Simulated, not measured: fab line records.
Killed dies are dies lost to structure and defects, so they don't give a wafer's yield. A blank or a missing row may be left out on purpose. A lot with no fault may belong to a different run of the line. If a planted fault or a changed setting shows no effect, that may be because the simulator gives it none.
The tool behind it: which one?	flow sky130	Sampling: 13 lots, 39 wafers, 3 of 708 route steps

## WHAT EACH GAUGE READ, for each wafer
SKY_VT_ADJUST_HVTP_CD_MEAS_07 targets a cd of 380 nm. Usual: cd nm 379.4 nm, standard deviation 2.4.
lot	measured	on	cd nm (nm)	flag
L581	day 6 15:42	cd sem-02	382.8 382.3 384.4	
L582	day 7 01:19	cd sem-01	376.6 376.9 377.1	
L583	day 7 02:12	cd sem-01	380.5 383.5 381.8	
L584	day 7 05:53	cd sem-02	378.4 379.6 380.2	
L585	day 7 08:40	cd sem-02	378.0 378.0 382.1	
L588	day 7 23:21	cd sem-01	377.0 377.4 377.9	
L592	day 8 23:47	cd sem-01	381.1 380.4 381.8	
L596	day 10 02:31	cd sem-02	380.3 381.1 380.2	
L597	day 10 09:10	cd sem-01	380.4 378.1 377.8	
L600	day 11 08:23	cd sem-02	380.0 380.8 376.4	
L601	day 11 15:38	cd sem-01	376.9 377.1 375.0	
L602	day 11 21:30	cd sem-02	381.4 383.6 383.6	
L604	day 12 03:00	cd sem-01	377.9 377.7 377.8	

SKY_SONOS_TUNNEL_CD_MEAS_07 targets a cd of 410 nm. Usual: cd nm 410.0 nm, standard deviation 1.7.
lot	measured	on	cd nm (nm)	flag
L581	day 12 01:09	cd sem-01	410.6 408.4 408.3	
L582	day 12 12:49	cd sem-01	412.1 410.5 411.8	
L583	day 12 13:56	cd sem-01	410.8 409.9 408.6	
L584	day 12 19:57	cd sem-01	408.0 407.6 410.5	
L585	day 12 21:21	cd sem-01	408.5 409.7 411.5	
L588	day 13 15:14	cd sem-02	409.6 410.2 411.2	
L592	day 14 20:23	cd sem-02	410.2 410.7 412.6	
L596	day 16 07:00	cd sem-01	406.8 409.0 407.0	
L597	day 16 15:55	cd sem-01	409.9 411.0 409.9	
L600	day 17 17:32	cd sem-02	410.0 409.0 409.2	
L601	day 18 04:22	cd sem-02	412.2 411.0 411.6	
L602	day 18 09:57	cd sem-01	409.9 408.7 409.1	
L604	day 18 18:36	cd sem-01	410.9 410.8 410.5	

SKY_POLY_GATE_OVL_MEAS_14. Usual: POLY_GATE_OVL typically reads 0 nm, with standard deviation 5.4.
lot	measured	on	POLY_GATE_OVL (nm)	flag
L581	day 17 05:45	overlay-02	-3 -10 -3	
L582	day 17 22:53	overlay-01	-1 5 -3	
L583	day 17 17:22	overlay-01	1 -1 -6	
L584	day 18 07:41	overlay-01	13 13 5	
L585	day 18 08:01	overlay-01	6 3 5	
L588	day 19 04:16	overlay-02	8 4 4	
L592	day 20 12:08	overlay-01	-4 -5 -3	
L596	day 21 21:50	overlay-02	3 -2 -4	
L597	day 23 09:10	overlay-02	5 1 1	
L600	day 23 14:11	overlay-01	2 -2 4	
L601	day 23 20:09	overlay-01	1 -5 -4	
L602	day 23 23:22	overlay-01	2 0 0	
L604	day 24 09:46	overlay-02	-8 -1 -6	

## EACH LOT AND THE TOOL THAT RAN IT (in order: tool; ch and the chambers of the sampled wafers; start)
No process step before these readings appears in the record.

## AS READ BY THE TOOLS THEMSELVES (means over the sampled wafers that have a number; for cases with no such wafer, the mark the record gives instead)
The record holds no such reading with a usual standard deviation.

## THE ANSWER, worked out from the rows above alone
Rule: take the mean of a lot's wafers that have a number; if it is more than 3 standard deviations from the usual mean, the lot is off. Also off: a lot with no number at a reading for which 4 or more lots have one. Any other lot the step has rows for is counted as sound. Order of review: gauges by route order, followed by the tools' own readings, for which a lot's mean as printed above is used. The first step at which some lot is off is used, and at that step the reading that is off furthest; a lot without a number counts as furthest.
None of the lots is off at any reading shown; this tells nothing.

## WHAT THE SIMULATOR HAD INSERTED
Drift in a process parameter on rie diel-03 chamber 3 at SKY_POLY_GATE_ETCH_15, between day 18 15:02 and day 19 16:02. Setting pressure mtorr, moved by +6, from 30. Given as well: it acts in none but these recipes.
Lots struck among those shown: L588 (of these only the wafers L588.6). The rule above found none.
